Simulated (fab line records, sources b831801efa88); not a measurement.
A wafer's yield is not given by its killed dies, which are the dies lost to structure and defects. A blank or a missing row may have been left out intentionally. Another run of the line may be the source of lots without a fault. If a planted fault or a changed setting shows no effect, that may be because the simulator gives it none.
fab line records | flow sky130 | part 1 of 2: steps 1 to 28 of 42
record lots=5 | wafers=15 | lastDay=50
route steps=708 shown CAP2M@615 METAL4@621 VIA4@639
lots untouched by any fault: they come from a run of this same line in which no faults occurred
startH: hours from the record's opening day to when the first of the lot's shown wafers began | waitH: time in hours since the lot's previous step | " as in the row above | L1.1+2: several wafers, shown together as one row | - no value, or no start was given | * or withheld: withheld | < > ~ a bound
route shown NAME@n: NAME is a module with steps in the file, n the number in the route of the first one | usual: mean/standard deviation taken from wafers without a fault | same: alike in all rows | chamber/n: place in a boat | sites: per-site readings | _std_site: standard deviation across them | _edge_site: the outer-site mean with the inner-site mean subtracted | radiusMm: how far each site lies from the wafer's centre | mask NAME#n: copy n | behind: tool/chamber where the wafer was last shaped | hold: why the lot went on hold/how many hours it stayed there/how the hold came to an end | device: the transistor (n, p or np) that didn't switch | end of line: tests run on the same wafers once the route is complete | a step with no rows: only its recipe | killed: dies that structure and defects cost at the first sort, which is not the same as the wafer's yield | map: shows each die of a wafer: x if killed, . if not, _ if none is there
set.NAME: the setting the step ran with; set.NAME@STEP: the setting that earlier step ran with | model.NAME: the simulator's own value behind a step, which no gauge read
lots at selected steps of the route; one table per step, one row per wafer
services: from which hour (startH, from the record's first day; less than 0 if before it) a tool's chamber was out of use, for how many hours, and why
## steps
# step SKY_CAP2M_OVL_MEAS_12
# usual CAP2M_OVL=-0.4/1.5
lot.wafer | tool       | chamber | startH  | waitH | CAP2M_OVL[nm]
L079.1    | overlay-01 | -       | 1004.68 | 0.1   | -2.9
L079.2    | "          | -       | "       | "     | -2.4
L079.6    | "          | -       | "       | "     | -3.0
L083.2    | overlay-02 | -       | 1014.91 | 0.1   | 1.0
L083.3    | "          | -       | "       | "     | 1.3
L083.4    | "          | -       | "       | "     | 0.4
L091.2    | overlay-01 | -       | 1066.41 | 0.1   | -1.8
L091.4    | "          | -       | "       | "     | -1.0
L091.6    | "          | -       | "       | "     | -3.2
L094.3    | overlay-01 | -       | 1084.97 | 0.1   | -5.1
L094.4    | "          | -       | "       | "     | -0.8
L094.5    | "          | -       | "       | "     | -0.4
L096.3    | overlay-02 | -       | 1101.32 | 0.1   | 1.1
L096.4    | "          | -       | "       | "     | 0.0
L096.6    | "          | -       | "       | "     | 1.9
# step SKY_CAP2M_METAL_ETCH_13
# recipe targetDepthNm=220 | stopOn=SiO2 | chemistry=Cl2/BCl3 | target=TiN | pressureMtorr=10 | icpW=900 | biasW=48.5 | Cl2_flow_sccm=60 | bcl3FlowSccm=30 | timeS=62.9
# usual drypumpMotorCurrentA=5.9/0.36 | mfcCl2Sccm=60.01/0.19 | oesProductAu=0.941/0.0073 | throttleValvePct=21.902/0.0093
lot.wafer | tool        | chamber | startH  | waitH | drypumpMotorCurrentA | mfcCl2Sccm | oesProductAu | rfHoursCounterH | throttleValvePct
L079.1    | rieMetal-04 | 0       | 1004.71 | 0.0   | 5.9                  | 59.70      | 0.949        | 6               | 21.899
L079.2    | "           | 1       | "       | "     | 6.3                  | 60.12      | 0.945        | 8               | 21.910
L079.6    | "           | 0       | "       | "     | 5.9                  | 59.92      | 0.956        | -               | 21.903
L083.2    | rieMetal-02 | 1       | 1014.94 | 0.0   | 6.1                  | 60.22      | 0.929        | 12              | 21.905
L083.3    | "           | 1       | "       | "     | 6.0                  | 60.14      | 0.936        | -               | 21.900
L083.4    | "           | 0       | "       | "     | 5.5                  | 59.80      | 0.929        | -               | 21.918
L091.2    | rieMetal-04 | 1       | 1066.44 | 0.0   | 6.3                  | 60.21      | 0.945        | 13              | 21.901
L091.4    | "           | 1       | "       | "     | 6.3                  | 59.86      | 0.938        | -               | 21.905
L091.6    | "           | 1       | "       | "     | 6.3                  | 59.96      | 0.951        | -               | 21.896
L094.3    | rieMetal-04 | 0       | 1085.02 | 0.0   | 5.9                  | 60.15      | 0.928        | -               | 21.905
L094.4    | "           | 1       | "       | "     | 6.3                  | 60.14      | 0.937        | -               | 21.909
L094.5    | "           | 0       | "       | "     | 5.9                  | 60.38      | 0.929        | -               | 21.911
L096.3    | rieMetal-04 | 0       | 1101.37 | 0.0   | 5.9                  | 59.94      | 0.929        | -               | 21.909
L096.4    | "           | 1       | "       | "     | 6.3                  | 59.67      | 0.944        | -               | 21.905
L096.6    | "           | 1       | "       | "     | 6.3                  | 59.67      | 0.928        | -               | 21.900
# step SKY_CAP2M_STRIP_14
# recipe chemistry=O2/N2 | powerW=1400 | pressureMtorr=1500 | platenTempC=withheld | o2FlowSccm=3000 | n2FlowSccm=300 | overashFraction=0.5
# usual drypumpMotorCurrentA=5.9/0.32 | o2FlowSccm=2998/9.4 | oesProductAu=0.711/0.0046 | stripTimeToEndpointS=12.66/0.046
lot.wafer | tool           | chamber | startH  | waitH | drypumpMotorCurrentA | o2FlowSccm | oesProductAu | rfHoursCounterH | stripTimeToEndpointS
L079.1    | plasmaAsher-01 | 0       | 1004.79 | 0.1   | 6.2                  | 3005       | 0.709        | 120             | 12.61
L079.2    | "              | 1       | "       | "     | 6.3                  | 2998       | 0.717        | 120             | 12.69
L079.6    | "              | 1       | "       | "     | 6.3                  | 2990       | 0.713        | -               | 12.64
L083.2    | plasmaAsher-04 | 0       | 1015.01 | 0.1   | 5.4                  | 2993       | 0.712        | 27              | 12.60
L083.3    | "              | 0       | "       | "     | 5.4                  | 2995       | 0.716        | -               | 12.69
L083.4    | "              | 1       | "       | "     | 5.6                  | 3012       | 0.711        | -               | 12.64
L091.2    | plasmaAsher-04 | 1       | 1066.52 | 0.1   | 5.6                  | 2995       | 0.717        | 32              | 12.60
L091.4    | "              | 1       | "       | "     | 5.6                  | 2986       | 0.718        | -               | 12.64
L091.6    | "              | 1       | "       | "     | 5.6                  | 2990       | 0.709        | -               | 12.61
L094.3    | plasmaAsher-01 | 1       | 1085.10 | 0.1   | 6.3                  | 3002       | 0.706        | -               | 12.69
L094.4    | "              | 0       | "       | "     | 6.2                  | 2990       | 0.714        | -               | 12.69
L094.5    | "              | 1       | "       | "     | 6.3                  | 2991       | 0.710        | -               | 12.70
L096.3    | plasmaAsher-03 | 1       | 1101.45 | 0.1   | 5.7                  | 2995       | 0.702        | -               | 12.65
L096.4    | "              | 0       | "       | "     | 6.0                  | 3010       | 0.700        | -               | 12.71
L096.6    | "              | 1       | "       | "     | 5.7                  | 2995       | 0.717        | -               | 12.67
# step SKY_CAP2M_STRIP_15
# recipe chemistry=postEtchResidueRemover | timeS=1200 | tempC=72.5
lot.wafer  | tool        | chamber | startH  | waitH
L079.1+2+6 | wetBench-02 | 1       | 1004.89 | 0.1
L083.2+3+4 | wetBench-03 | 2       | 1015.11 | 0.1
L091.2+4+6 | wetBench-03 | 0       | 1066.62 | 0.1
L094.3+4+5 | wetBench-03 | 2       | 1085.17 | 0.0
L096.3+4+6 | wetBench-02 | 2       | 1101.52 | 0.0
# step SKY_CAP2M_CLEAN_16
# recipe chemistry=IPA | timeS=180 | tempC=25
lot.wafer  | tool        | chamber | startH  | waitH
L079.1+2+6 | wetBench-03 | 0       | 1005.23 | 0.0
L083.2+3+4 | wetBench-03 | 3       | 1015.45 | 0.0
L091.2+4+6 | wetBench-03 | 0       | 1066.96 | 0.0
L094.3+4+5 | wetBench-02 | 2       | 1085.51 | 0.0
L096.3+4+6 | wetBench-04 | 0       | 1101.86 | 0.0
# step SKY_CAP2M_CLEAN_17
# recipe chemistry=O3/DIW | dry=n2Spin
lot.wafer  | tool        | chamber | startH  | waitH
L079.1+2+6 | wetBench-04 | 2       | 1005.29 | 0.0
L083.2+3+4 | wetBench-02 | 2       | 1015.51 | 0.0
L091.2+4+6 | wetBench-03 | 0       | 1067.02 | 0.0
L094.3+4+5 | wetBench-04 | 3       | 1085.64 | 0.0
L096.3+4+6 | wetBench-03 | 3       | 1101.92 | 0.0
# step SKY_METAL4_DEHYDRATE_05
# recipe tempC=200 | timeS=60
lot.wafer  | tool          | chamber | startH  | waitH
L079.1+2+6 | lithoTrack-03 | 0       | 1015.88 | 10.5
L083.2+3+4 | lithoTrack-02 | 0       | 1025.58 | 10.0
L091.2+4+6 | lithoTrack-03 | 0       | 1077.30 | 10.2
L094.3+4+5 | lithoTrack-01 | 0       | 1094.49 | 8.8
L096.3+4+6 | lithoTrack-03 | 0       | 1111.18 | 9.2
# step SKY_METAL4_HMDS_06
# recipe primeTimeS=60 | primeTempC=120
lot.wafer  | tool          | chamber | startH  | waitH
L079.1+2+6 | lithoTrack-03 | 0       | 1016.03 | 0.1
L083.2+3+4 | lithoTrack-02 | 0       | 1025.73 | 0.1
L091.2+4+6 | lithoTrack-03 | 0       | 1077.45 | 0.1
L094.3+4+5 | lithoTrack-01 | 0       | 1094.64 | 0.1
L096.3+4+6 | lithoTrack-03 | 0       | 1111.33 | 0.1
# step SKY_METAL4_COAT_07
# recipe resist=BARC | tempC=withheld | timeS=withheld | spinRpm=3000 | resistThkNm=60
lot.wafer  | tool          | chamber | startH  | waitH
L079.1+2+6 | lithoTrack-03 | 0       | 1016.18 | 0.1
L083.2+3+4 | lithoTrack-02 | 0       | 1025.88 | 0.1
L091.2+4+6 | lithoTrack-03 | 0       | 1077.60 | 0.1
L094.3+4+5 | lithoTrack-01 | 0       | 1094.79 | 0.1
L096.3+4+6 | lithoTrack-03 | 0       | 1111.48 | 0.1
# step SKY_METAL4_COAT_08
# recipe resist=KrF-thick | spinRpm=3000 | resistThkNm=1140
lot.wafer  | tool          | chamber | startH | waitH
L079.1+2+6 | lithoTrack-03 | 0       | -      | -
L083.2+3+4 | lithoTrack-02 | 0       | -      | -
L091.2+4+6 | lithoTrack-03 | 0       | -      | -
L094.3+4+5 | lithoTrack-01 | 0       | -      | -
L096.3+4+6 | lithoTrack-03 | 0       | -      | -
# step SKY_METAL4_SOFTBAKE_09
# recipe tempC=100 | timeS=90 | resist=KrF-thick
lot.wafer  | tool          | chamber | startH | waitH
L079.1+2+6 | lithoTrack-03 | 0       | -      | -
L083.2+3+4 | lithoTrack-02 | 0       | -      | -
L091.2+4+6 | lithoTrack-03 | 0       | -      | -
L094.3+4+5 | lithoTrack-01 | 0       | -      | -
L096.3+4+6 | lithoTrack-03 | 0       | -      | -
# step SKY_METAL4_EXPOSE_10
# recipe maskId=MM4 | na=0.68 | sourceShape=annular | sigmaInner=0.4 | sigmaOuter=0.8 | targetCdNm=300 | doseMj=28
lot.wafer  | tool          | chamber | startH | waitH | mask
L079.1+2+6 | krfScanner-01 | 0       | -      | -     | MM4#0
L083.2+3+4 | krfScanner-01 | 0       | -      | -     | MM4#0
L091.2+4+6 | krfScanner-01 | 0       | -      | -     | MM4#0
L094.3+4+5 | krfScanner-02 | 0       | -      | -     | MM4#0
L096.3+4+6 | krfScanner-02 | 0       | -      | -     | MM4#0
# step SKY_METAL4_PEB_11
# recipe pebTempC=withheld | pebTimeS=withheld | resist=KrF-thick
lot.wafer  | tool          | chamber | startH | waitH
L079.1+2+6 | lithoTrack-01 | 0       | -      | -
L083.2+3+4 | lithoTrack-03 | 0       | -      | -
L091.2+4+6 | lithoTrack-01 | 0       | -      | -
L094.3+4+5 | lithoTrack-02 | 0       | -      | -
L096.3+4+6 | lithoTrack-01 | 0       | -      | -
# step SKY_METAL4_DEVELOP_12
# recipe developTimeS=60 | resist=KrF-thick | devTempC=21
# same developTimeS=60
lot.wafer  | tool          | chamber | startH | waitH
L079.1+2+6 | lithoTrack-01 | 0       | -      | -
L083.2+3+4 | lithoTrack-03 | 0       | -      | -
L091.2+4+6 | lithoTrack-01 | 0       | -      | -
L094.3+4+5 | lithoTrack-02 | 0       | -      | -
L096.3+4+6 | lithoTrack-01 | 0       | -      | -
# step SKY_METAL4_CD_MEAS_13
# recipe targetCdNm=300
# usual cdNm=299.7/1.3
lot.wafer | tool     | chamber | startH  | waitH | cdNm
L079.1    | cdSem-02 | -       | 1027.69 | -     | 299.8
L079.2    | "        | -       | "       | "     | 300.7
L079.6    | "        | -       | "       | "     | 300.6
L083.2    | cdSem-01 | -       | 1037.80 | -     | 300.4
L083.3    | "        | -       | "       | "     | 301.7
L083.4    | "        | -       | "       | "     | 301.2
L091.2    | cdSem-01 | -       | 1088.16 | -     | 301.8
L091.4    | "        | -       | "       | "     | 302.0
L091.6    | "        | -       | "       | "     | 299.7
L094.3    | cdSem-01 | -       | 1105.35 | -     | 298.2
L094.4    | "        | -       | "       | "     | 298.1
L094.5    | "        | -       | "       | "     | 299.5
L096.3    | cdSem-01 | -       | 1122.13 | -     | 295.7
L096.4    | "        | -       | "       | "     | 296.0
L096.6    | "        | -       | "       | "     | 297.5
# step SKY_METAL4_OVL_MEAS_14
# usual METAL4_OVL=-3/5.4
lot.wafer | tool       | chamber | startH  | waitH | METAL4_OVL[nm]
L079.1    | overlay-02 | -       | 1027.81 | 0.1   | -9
L079.2    | "          | -       | "       | "     | -12
L079.6    | "          | -       | "       | "     | -10
L083.2    | overlay-02 | -       | 1037.90 | 0.1   | -2
L083.3    | "          | -       | "       | "     | -5
L083.4    | "          | -       | "       | "     | 1
L091.2    | overlay-01 | -       | 1088.27 | 0.1   | -6
L091.4    | "          | -       | "       | "     | -11
L091.6    | "          | -       | "       | "     | -10
L094.3    | overlay-02 | -       | 1105.44 | 0.1   | 6
L094.4    | "          | -       | "       | "     | 0
L094.5    | "          | -       | "       | "     | 3
L096.3    | overlay-02 | -       | 1122.22 | 0.1   | 4
L096.4    | "          | -       | "       | "     | 4
L096.6    | "          | -       | "       | "     | 1
# step SKY_METAL4_DESCUM_15
# recipe chemistry=O2 | sourcePowerW=150 | biasPowerW=0 | pressureMtorr=10 | tempC=40 | timeS=8
# usual drypumpMotorCurrentA=5.7/0.31 | oesProductAu=0.996/0.0094
lot.wafer | tool        | chamber | startH  | waitH | drypumpMotorCurrentA | oesProductAu | rfHoursCounterH
L079.1    | rieMetal-01 | 0       | 1027.85 | 0.0   | 5.2                  | 0.999        | 16
L079.2    | "           | 1       | "       | "     | 5.9                  | 1.017        | 20
L079.6    | "           | 1       | "       | "     | 6.0                  | 1.021        | -
L083.2    | rieMetal-01 | 1       | 1037.93 | 0.0   | 5.9                  | 1.019        | 20
L083.3    | "           | 0       | "       | "     | 5.2                  | 1.003        | -
L083.4    | "           | 1       | "       | "     | 5.9                  | 1.012        | -
L091.2    | rieMetal-03 | 1       | 1088.30 | 0.0   | 5.7                  | 1.013        | 4
L091.4    | "           | 0       | "       | "     | 5.7                  | 0.997        | -
L091.6    | "           | 0       | "       | "     | 5.7                  | 1.003        | -
L094.3    | rieMetal-02 | 1       | 1105.47 | 0.0   | 6.1                  | 1.002        | -
L094.4    | "           | 0       | "       | "     | 5.5                  | 1.000        | -
L094.5    | "           | 1       | "       | "     | 6.1                  | 0.990        | -
L096.3    | rieMetal-01 | 0       | 1122.26 | 0.0   | 5.2                  | 0.985        | -
L096.4    | "           | 1       | "       | "     | 5.9                  | 1.003        | -
L096.6    | "           | 0       | "       | "     | 5.2                  | 0.994        | -
# step SKY_METAL4_ETCH_16
# recipe chemistry=N2/H2 | target=BARC | ionEnergyEv=200 | biasW=100 | pressureMtorr=30 | n2FlowSccm=100 | h2FlowSccm=200 | icpW=500 | stopOn=SiO2 | timeS=88.2 | targetDepthA=600
# usual drypumpMotorCurrentA=5.7/0.31 | oesProductAu=0.626/0.0045 | throttleValvePct=13.205/0.0091
lot.wafer | tool        | chamber | startH  | waitH | drypumpMotorCurrentA | oesProductAu | rfHoursCounterH | throttleValvePct
L079.1    | rieMetal-01 | 0       | 1027.88 | 0.0   | 5.2                  | 0.629        | 16              | 13.199
L079.2    | "           | 1       | "       | "     | 5.9                  | 0.621        | 20              | 13.197
L079.6    | "           | 1       | "       | "     | 6.0                  | 0.627        | -               | 13.206
L083.2    | rieMetal-01 | 1       | 1037.97 | 0.0   | 5.9                  | 0.621        | 20              | 13.198
L083.3    | "           | 0       | "       | "     | 5.2                  | 0.628        | -               | 13.195
L083.4    | "           | 1       | "       | "     | 6.0                  | 0.634        | -               | 13.203
L091.2    | rieMetal-03 | 1       | 1088.33 | 0.0   | 5.7                  | 0.637        | 4               | 13.213
L091.4    | "           | 0       | "       | "     | 5.7                  | 0.627        | -               | 13.199
L091.6    | "           | 0       | "       | "     | 5.7                  | 0.632        | -               | 13.208
L094.3    | rieMetal-02 | 1       | 1105.53 | 0.0   | 6.1                  | 0.637        | -               | 13.195
L094.4    | "           | 0       | "       | "     | 5.6                  | 0.623        | -               | 13.194
L094.5    | "           | 1       | "       | "     | 6.1                  | 0.622        | -               | 13.210
L096.3    | rieMetal-01 | 0       | 1122.31 | 0.0   | 5.2                  | 0.623        | -               | 13.197
L096.4    | "           | 1       | "       | "     | 6.0                  | 0.622        | -               | 13.207
L096.6    | "           | 0       | "       | "     | 5.2                  | 0.627        | -               | 13.191
# step SKY_METAL4_ETCH_17
# recipe target=SiO2 | stopOn=TiN | chemistry=C4F8/O2/Ar | sourceW=1500 | biasW=1200 | pressureMtorr=40 | c4f8FlowSccm=withheld | O2_flow_sccm=6 | Ar_flow_sccm=300 | timeS=3.9 | targetDepthA=150
# usual oesProductAu=0.757/0.0078
lot.wafer | tool       | chamber | startH  | waitH | oesProductAu | rfHoursCounterH
L079.1    | rieDiel-02 | 0       | 1027.98 | 0.1   | 0.754        | 10
L079.2    | "          | 2       | "       | "     | 0.761        | 22
L079.6    | "          | 1       | "       | "     | 0.747        | -
L083.2    | rieDiel-02 | 1       | 1038.06 | 0.1   | 0.765        | 16
L083.3    | "          | 3       | "       | "     | 0.753        | 22
L083.4    | "          | 0       | "       | "     | 0.761        | 10
L091.2    | rieDiel-01 | 3       | 1088.43 | 0.1   | 0.748        | 19
L091.4    | "          | 2       | "       | "     | 0.761        | 24
L091.6    | "          | 2       | "       | "     | 0.769        | -
L094.3    | rieDiel-03 | 2       | 1105.59 | 0.0   | 0.757        | 9
L094.4    | "          | 0       | "       | "     | 0.763        | 23
L094.5    | "          | 3       | "       | "     | 0.758        | -
L096.3    | rieDiel-02 | 0       | 1122.38 | 0.0   | 0.756        | 13
L096.4    | "          | 1       | "       | "     | 0.756        | 19
L096.6    | "          | 1       | "       | "     | 0.766        | -
# step SKY_METAL4_METAL_ETCH_18
# recipe targetDepthA=8450 | stopOn=SiO2 | overEtchFrac=0.3 | timeS=183.1 | chemistry=Cl2/BCl3 | resistSidewallDeg=88 | pressureMtorr=10 | icpW=900 | biasW=48.5 | Cl2_flow_sccm=60 | bcl3FlowSccm=30
# usual drypumpMotorCurrentA=5.7/0.31 | mfcCl2Sccm=60.00/0.18 | oesProductAu=0.865/0.0066 | throttleValvePct=22.264/0.0093
lot.wafer | tool        | chamber | startH  | waitH | drypumpMotorCurrentA | mfcCl2Sccm | oesProductAu | rfHoursCounterH | throttleValvePct
L079.1    | rieMetal-02 | 0       | 1027.99 | 0.0   | 5.5                  | 59.87      | 0.876        | 15              | 22.252
L079.2    | "           | 1       | "       | "     | 6.0                  | 60.16      | 0.871        | 12              | 22.276
L079.6    | "           | 1       | "       | "     | 6.1                  | 60.02      | 0.875        | -               | 22.279
L083.2    | rieMetal-02 | 0       | 1038.08 | 0.0   | 5.5                  | 59.98      | 0.860        | 16              | 22.257
L083.3    | "           | 1       | "       | "     | 6.0                  | 59.95      | 0.865        | -               | 22.255
L083.4    | "           | 0       | "       | "     | 5.6                  | 60.02      | 0.866        | -               | 22.269
L091.2    | rieMetal-02 | 0       | 1088.44 | 0.0   | 5.5                  | 59.85      | 0.872        | 17              | 22.248
L091.4    | "           | 0       | "       | "     | 5.5                  | 59.69      | 0.869        | -               | 22.269
L091.6    | "           | 1       | "       | "     | 6.1                  | 60.13      | 0.874        | -               | 22.258
L094.3    | rieMetal-03 | 1       | 1105.67 | 0.1   | 5.7                  | 60.00      | 0.858        | -               | 22.266
L094.4    | "           | 0       | "       | "     | 5.7                  | 60.08      | 0.854        | -               | 22.286
L094.5    | "           | 0       | "       | "     | 5.7                  | 59.88      | 0.861        | -               | 22.253
L096.3    | rieMetal-02 | 0       | 1122.45 | 0.1   | 5.5                  | 60.23      | 0.861        | -               | 22.255
L096.4    | "           | 1       | "       | "     | 6.1                  | 60.08      | 0.880        | -               | 22.247
L096.6    | "           | 0       | "       | "     | 5.6                  | 59.98      | 0.869        | -               | 22.269
# step SKY_METAL4_STRIP_19
# recipe chemistry=O2/N2 | powerW=1400 | pressureMtorr=1500 | platenTempC=withheld | o2FlowSccm=3000 | n2FlowSccm=300 | overashFraction=0.5
# usual drypumpMotorCurrentA=5.7/0.49 | o2FlowSccm=3001/7.7 | oesProductAu=0.503/0.0063 | stripTimeToEndpointS=6.56/0.088
lot.wafer | tool           | chamber | startH  | waitH | drypumpMotorCurrentA | o2FlowSccm | oesProductAu | rfHoursCounterH | stripTimeToEndpointS
L079.1    | plasmaAsher-03 | 0       | 1028.17 | 0.1   | 6.0                  | 2996       | 0.501        | 86              | 6.64
L079.2    | "              | 1       | "       | "     | 5.7                  | 2994       | 0.504        | 86              | 6.67
L079.6    | "              | 0       | "       | "     | 6.0                  | 3010       | 0.504        | -               | 6.68
L083.2    | plasmaAsher-02 | 0       | 1038.26 | 0.1   | 4.9                  | 3001       | 0.514        | 62              | 6.62
L083.3    | "              | 1       | "       | "     | 5.7                  | 3019       | 0.517        | -               | 6.69
L083.4    | "              | 0       | "       | "     | 4.9                  | 3021       | 0.512        | -               | 6.55
L091.2    | plasmaAsher-02 | 1       | 1088.62 | 0.1   | 5.7                  | 2990       | 0.513        | 68              | 6.56
L091.4    | "              | 1       | "       | "     | 5.7                  | 3002       | 0.502        | -               | 6.58
L091.6    | "              | 0       | "       | "     | 4.9                  | 2995       | 0.505        | -               | 6.74
L094.3    | plasmaAsher-01 | 0       | 1105.82 | 0.1   | 6.1                  | 3006       | 0.498        | -               | 6.42
L094.4    | "              | 1       | "       | "     | 6.3                  | 3002       | 0.500        | -               | 6.54
L094.5    | "              | 1       | "       | "     | 6.3                  | 3001       | 0.503        | -               | 6.51
L096.3    | plasmaAsher-02 | 0       | 1122.61 | 0.1   | 4.9                  | 2999       | 0.512        | -               | 6.61
L096.4    | "              | 1       | "       | "     | 5.7                  | 2997       | 0.509        | -               | 6.71
L096.6    | "              | 1       | "       | "     | 5.7                  | 2995       | 0.502        | -               | 6.58
# step SKY_METAL4_STRIP_20
# recipe chemistry=postEtchResidueRemover | timeS=1200 | tempC=72.5
lot.wafer  | tool        | chamber | startH  | waitH
L079.1+2+6 | wetBench-04 | 3       | 1028.27 | 0.1
L083.2+3+4 | wetBench-04 | 1       | 1038.36 | 0.1
L091.2+4+6 | wetBench-04 | 0       | 1088.72 | 0.1
L094.3+4+5 | wetBench-01 | 3       | 1105.89 | 0.0
L096.3+4+6 | wetBench-03 | 2       | 1122.67 | 0.0
# step SKY_METAL4_CLEAN_21
# recipe chemistry=IPA | timeS=180 | tempC=25
lot.wafer  | tool        | chamber | startH  | waitH
L079.1+2+6 | wetBench-01 | 1       | 1028.61 | 0.0
L083.2+3+4 | wetBench-01 | 2       | 1038.73 | 0.0
L091.2+4+6 | wetBench-03 | 3       | 1089.12 | 0.1
L094.3+4+5 | wetBench-04 | 2       | 1106.23 | 0.0
L096.3+4+6 | wetBench-01 | 1       | 1123.05 | 0.0
# step SKY_METAL4_CLEAN_22
# recipe chemistry=O3/DIW | dry=n2Spin
lot.wafer  | tool        | chamber | startH  | waitH
L079.1+2+6 | wetBench-04 | 3       | 1028.67 | 0.0
L083.2+3+4 | wetBench-04 | 0       | 1038.79 | 0.0
L091.2+4+6 | wetBench-03 | 3       | 1089.23 | 0.1
L094.3+4+5 | wetBench-01 | 0       | 1106.29 | 0.0
L096.3+4+6 | wetBench-03 | 3       | 1123.11 | 0.0
# step SKY_VIA4_HDPCVD_00
# recipe material=SiO2 | targetThkNm=1750 | sigmaOpenFrac=0.3 | timeS=291.7 | tempC=400 | sih4FlowSccm=60 | pressureMtorr=6
# usual pressureMtorr=6.001/0.012
lot.wafer | tool      | chamber | startH  | waitH | pressureMtorr
L079.1    | hdpcvd-02 | 0       | 1028.76 | 0.0   | 5.994
L079.2    | "         | 2       | "       | "     | 5.985
L079.6    | "         | 2       | "       | "     | 5.997
L083.2    | hdpcvd-01 | 0       | 1038.89 | 0.0   | 5.997
L083.3    | "         | 2       | "       | "     | 6.013
L083.4    | "         | 1       | "       | "     | 5.999
L091.2    | hdpcvd-01 | 2       | 1089.33 | 0.0   | 5.993
L091.4    | "         | 1       | "       | "     | 5.994
L091.6    | "         | 2       | "       | "     | 5.994
L094.3    | hdpcvd-02 | 1       | 1106.38 | 0.0   | 6.019
L094.4    | "         | 0       | "       | "     | 5.993
L094.5    | "         | 1       | "       | "     | 6.004
L096.3    | hdpcvd-01 | 2       | 1123.21 | 0.0   | 5.990
L096.4    | "         | 0       | "       | "     | 6.010
L096.6    | "         | 1       | "       | "     | 5.977
# step SKY_VIA4_THK_MEAS_01
# recipe reads=SiO2_of_VIA4_HDPCVD_00
# usual VIA4_HDPCVD_THK=1751/16
lot.wafer | tool         | chamber | startH  | waitH | VIA4_HDPCVD_THK[nm]
L079.1    | filmMetro-01 | -       | 1028.94 | 0.1   | 1746
L079.2    | "            | -       | "       | "     | 1750
L079.6    | "            | -       | "       | "     | 1746
L083.2    | filmMetro-02 | -       | 1039.08 | 0.1   | 1755
L083.3    | "            | -       | "       | "     | 1719
L083.4    | "            | -       | "       | "     | 1763
L091.2    | filmMetro-02 | -       | 1089.52 | 0.1   | 1738
L091.4    | "            | -       | "       | "     | 1759
L091.6    | "            | -       | "       | "     | 1727
L094.3    | filmMetro-02 | -       | 1106.58 | 0.1   | 1757
L094.4    | "            | -       | "       | "     | 1780
L094.5    | "            | -       | "       | "     | 1770
L096.3    | filmMetro-02 | -       | 1123.41 | 0.1   | 1763
L096.4    | "            | -       | "       | "     | 1769
L096.6    | "            | -       | "       | "     | 1728
# step SKY_VIA4_CMP_02
# recipe material=SiO2 | downForcePsi=4 | platenRpm=60 | padVelocityMS=0.94248
# usual motorCurrentA=12.4/1.4 | platenRpm=60.00/0.044
lot.wafer | tool   | chamber | startH  | waitH | motorCurrentA | platenRpm
L079.2    | cmp-01 | 1       | 1029.00 | 0.0   | 14.0          | 60.00
L079.1    | "      | 0       | "       | "     | 13.6          | 60.00
L079.6    | "      | 1       | "       | "     | 13.6          | 60.01
L083.2    | cmp-01 | 3       | 1039.31 | 0.2   | 10.9          | 60.00
L083.3    | "      | 1       | "       | "     | 14.0          | 60.03
L083.4    | "      | 2       | "       | "     | 12.4          | 59.96
L091.2    | cmp-01 | 0       | 1089.62 | 0.1   | 14.0          | 60.04
L091.4    | "      | 2       | "       | "     | 12.7          | 59.98
L091.6    | "      | 3       | "       | "     | 10.7          | 60.04
L094.3    | cmp-01 | 2       | 1107.12 | 0.5   | 12.4          | 60.03
L094.4    | "      | 3       | "       | "     | 11.4          | 60.04
L094.5    | "      | 1       | "       | "     | 13.6          | 60.05
L096.4    | cmp-01 | 2       | 1123.45 | 0.0   | 12.2          | 59.98
L096.3    | "      | 0       | "       | "     | 13.6          | 60.06
L096.6    | "      | 3       | "       | "     | 11.1          | 60.01
# step SKY_VIA4_BOW_MEAS_03
# recipe mode=bow
# usual VIA4_BOW=81/8.8
lot.wafer | tool         | chamber | startH  | waitH | VIA4_BOW[um]
L079.1    | filmMetro-03 | -       | 1029.30 | 0.1   | 82
L079.2    | "            | -       | "       | "     | 77
L079.6    | "            | -       | "       | "     | 83
L083.2    | filmMetro-02 | -       | 1039.63 | 0.3   | 76
L083.3    | "            | -       | "       | "     | 63
L083.4    | "            | -       | "       | "     | 91
L091.2    | filmMetro-03 | -       | 1089.89 | 0.2   | 81
L091.4    | "            | -       | "       | "     | 64
L091.6    | "            | -       | "       | "     | 78
L094.3    | filmMetro-03 | -       | 1107.36 | 0.2   | 83
L094.4    | "            | -       | "       | "     | 78
L094.5    | "            | -       | "       | "     | 88
L096.3    | filmMetro-01 | -       | 1123.79 | 0.2   | 96
L096.4    | "            | -       | "       | "     | 96
L096.6    | "            | -       | "       | "     | 86
